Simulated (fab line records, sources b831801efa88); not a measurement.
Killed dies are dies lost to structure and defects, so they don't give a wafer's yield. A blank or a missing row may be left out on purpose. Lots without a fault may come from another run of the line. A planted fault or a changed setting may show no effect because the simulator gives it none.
Which tool did it? | flow sky130 | 10 lots, 30 wafers sampled, at 3 steps of a route of 708

WHAT THE GAUGES READ, wafer by wafer
SKY_PASSIVATION_THK_MEAS_03.
lot  | measured     | on            | PASSIVATION_CVD_02_THK (nm)
L379 | day 44 08:40 | film_metro-02 | 525 535 551
L380 | day 44 13:31 | film_metro-02 | 540 542 542
L381 | day 44 18:47 | film_metro-03 | 520 529 532
L384 | day 45 15:48 | film_metro-02 | 546 541 541
L385 | day 45 17:01 | film_metro-03 | 536 539 546
L386 | day 45 19:30 | film_metro-01 | 531 257 541
L387 | day 46 03:21 | film_metro-03 | 538 256 558
L395 | day 48 00:24 | film_metro-01 | 542 542 542
L399 | day 49 03:58 | film_metro-01 | 544 544 542
L401 | day 49 07:22 | film_metro-02 | 536 538 539

WHICH TOOL RAN EACH LOT (tool, then ch and the chambers of the sampled wafers, then the start)
lot  | SKY_VIA2_SPUTTER_20          | SKY_PASSIVATION_CVD_02
L379 | pvd_sputter-01, day 36 20:04 | pecvd-04 ch 0,2, day 44 08:26
L380 | pvd_sputter-03, day 37 01:02 | pecvd-01 ch 0,1,2, day 44 13:16
L381 | pvd_sputter-01, day 37 09:13 | pecvd-01 ch 1,2, day 44 18:34
L384 | pvd_sputter-01, day 38 04:09 | pecvd-04 ch 0,1, day 45 15:33
L385 | pvd_sputter-04, day 38 08:49 | pecvd-04 ch 0,1, day 45 16:34
L386 | pvd_sputter-04, day 38 16:07 | pecvd-04 ch 0,2, day 45 19:10
L387 | pvd_sputter-04, day 39 01:53 | pecvd-04 ch 0,1, day 46 03:07
L395 | pvd_sputter-04, day 41 09:01 | pecvd-01 ch 0,1,2, day 48 00:11
L399 | pvd_sputter-01, day 42 15:08 | pecvd-01 ch 0,1,2, day 49 03:50
L401 | pvd_sputter-01, day 42 20:55 | pecvd-03 ch 0,1, day 49 07:07
- SKY_VIA2_SPUTTER_20: material TiN, target thk 20 nm, time 80 s.
- SKY_PASSIVATION_CVD_02: deposits Si3N4, target thk 540 nm.

THE ANSWER, worked out from the rows above alone
Rule: what is usual is taken from the lots themselves. Put in order of their means at a reading, lots are off if they are a third of the lots or fewer, leave a main group of 4 or more, and stand apart from it by a gap of 3 or more times the standard deviation of the main group's means; of several such gaps the widest counts. A main group whose means are all the same, to the digits that the tables above print for the reading, isn't used. A lot without any number at a reading at which 4 lots or more have one is off too. The other lots that the step has rows for count as sound.
Off: L386, L387, at SKY_PASSIVATION_THK_MEAS_03 (PASSIVATION_CVD_02_THK). The main group: mean 539 nm, standard deviation 5.
A tool fits if, at a process step before that reading, it ran every lot that is off, and no sound lot after the first of them. The gauges at SKY_PASSIVATION_THK_MEAS_03 are tried like those tools. One fits: pecvd-04 at SKY_PASSIVATION_CVD_02. Its last sound lot is L385 (day 45 16:34), its first lot that is off L386 (day 45 19:10): a fault that began between those two fits.

WHAT THE SIMULATOR HAD PUT IN
Process parameter drift: pecvd-04, from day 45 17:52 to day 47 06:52, at SKY_PASSIVATION_CVD_02. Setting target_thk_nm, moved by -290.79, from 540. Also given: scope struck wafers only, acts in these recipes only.
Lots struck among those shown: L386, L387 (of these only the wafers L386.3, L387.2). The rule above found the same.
